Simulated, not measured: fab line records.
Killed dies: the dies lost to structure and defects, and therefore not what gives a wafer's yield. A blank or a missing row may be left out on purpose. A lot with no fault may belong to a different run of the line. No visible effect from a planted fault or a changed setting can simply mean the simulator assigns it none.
Matching of chambers + flow sfq_line + SFQ_TRILAYER_I3_VIA_ETCH_VIA_ETCH_088 on rie_diel-03 has 3 sister chambers
The step etches SiO2 in CHF3, stops on Nb, target depth 260 nm. 6 wafers are shown with their chamber, then 6 later ones without.

WAFERS WITH THEIR CHAMBER
| wafer  | chamber | oes_product_au (a.u.) | bias_w (W) |
|--------|---------|-----------------------|------------|
| L574.1 | 0       | 0.847                 | 79.99      |
| L574.4 | 1       | 0.861                 | 80.05      |
| L575.2 | 3       | 0.856                 | 80.30      |
| L575.3 | 1       | 0.858                 | 79.97      |
| L575.6 | 0       | 0.855                 | 79.68      |
| L578.1 | 3       | 0.851                 | 79.96      |

WAFERS MISSING THEIR CHAMBER
| wafer  | oes_product_au (a.u.) | bias_w (W) |
|--------|-----------------------|------------|
| L578.4 | 0.858                 | 79.96      |
| L578.6 | 0.859                 | 80.01      |
| L589.2 | 0.849                 | 80.04      |
| L589.4 | 0.856                 | 80.23      |
| L591.2 | 0.855                 | 79.87      |
| L591.3 | 0.851                 | 79.85      |

WHICH CHAMBER EACH WENT THROUGH
| wafer  | from the rows above          | in truth |
|--------|------------------------------|----------|
| L578.4 | can't be placed: 1 or 3 or 0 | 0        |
| L578.6 | can't be placed: 1 or 3      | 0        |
| L589.2 | can't be placed: 0 or 3 or 1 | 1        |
| L589.4 | can't be placed: 3 or 1 or 0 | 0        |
| L591.2 | can't be placed: 0 or 1 or 3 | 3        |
| L591.3 | can't be placed: 0 or 3      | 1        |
Placed correctly: 0 of 6. These rows do not allow placing 6 (true chamber among the candidates in 4). Number placed wrongly: 0.
How it was worked out, from the rows above alone: a wafer's distance from a chamber is the root of the sum, over the readings, of the square of ((its reading less the chamber's mean) divided by the reading's scatter). If the next closest chamber is less than 2 further off than the closest, the wafer can't be placed; otherwise it belongs to the closest. A chamber's mean is the mean of its shown wafers. The scatter: take each reading less its chamber's mean, square it, sum over the shown wafers, divide by the number of wafers less the number of chambers, and take the root.
